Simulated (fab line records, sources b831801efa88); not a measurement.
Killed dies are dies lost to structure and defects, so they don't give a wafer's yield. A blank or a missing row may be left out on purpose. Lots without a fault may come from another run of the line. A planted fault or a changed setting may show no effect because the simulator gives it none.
Which tool did it? | flow gf180mcu | 6 lots, 18 wafers sampled, at 2 steps of a route of 602

WHAT THE GAUGES READ, wafer by wafer
GF_SALICIDE_RS_MEAS_04: measures by four-point-probe.
lot  | measured     | on            | SALICIDE_TIN_RS (ohm/sq)
L429 | day 15 11:55 | film_metro-03 | 16.2 16.2 15.7
L433 | day 16 16:43 | film_metro-02 | 16.0 15.9 16.4
L436 | day 17 20:08 | film_metro-02 | 16.6 12.6 16.1
L446 | day 21 12:17 | film_metro-02 | 16.5 16.4 15.9
L447 | day 21 20:17 | film_metro-02 | 16.4 16.7 16.5
L450 | day 23 08:28 | film_metro-03 | 16.1 16.5 17.2

WHICH TOOL RAN EACH LOT (tool, then ch and the chambers of the sampled wafers, then the start)
lot  | GF_SALICIDE_SPUTTER_03
L429 | pvd_sputter-03, day 15 11:53
L433 | pvd_sputter-01, day 16 16:41
L436 | pvd_sputter-01, day 17 20:05
L446 | pvd_sputter-02, day 21 12:16
L447 | pvd_sputter-03, day 21 20:15
L450 | pvd_sputter-01, day 23 08:23
- GF_SALICIDE_SPUTTER_03: material TiN, target thk 20 nm, time 16.7 s.

THE ANSWER, worked out from the rows above alone
Rule: what is usual is taken from the lots themselves. Put in order of their means at a reading, lots are off if they are a third of the lots or fewer, leave a main group of 4 or more, and stand apart from it by a gap of 3 or more times the standard deviation of the main group's means; of several such gaps the widest counts. A main group whose means are all the same, to the digits that the tables above print for the reading, isn't used. A lot without any number at a reading at which 4 lots or more have one is off too. The other lots that the step has rows for count as sound.
Off: L436, at GF_SALICIDE_RS_MEAS_04 (SALICIDE_TIN_RS). The main group: mean 16.3 ohm/sq, standard deviation 0.23.
A tool fits if, at a process step before that reading, it ran every lot that is off, and no sound lot after the first of them. The gauges at GF_SALICIDE_RS_MEAS_04 are tried like those tools. None of those tried fits.

WHAT THE SIMULATOR HAD PUT IN
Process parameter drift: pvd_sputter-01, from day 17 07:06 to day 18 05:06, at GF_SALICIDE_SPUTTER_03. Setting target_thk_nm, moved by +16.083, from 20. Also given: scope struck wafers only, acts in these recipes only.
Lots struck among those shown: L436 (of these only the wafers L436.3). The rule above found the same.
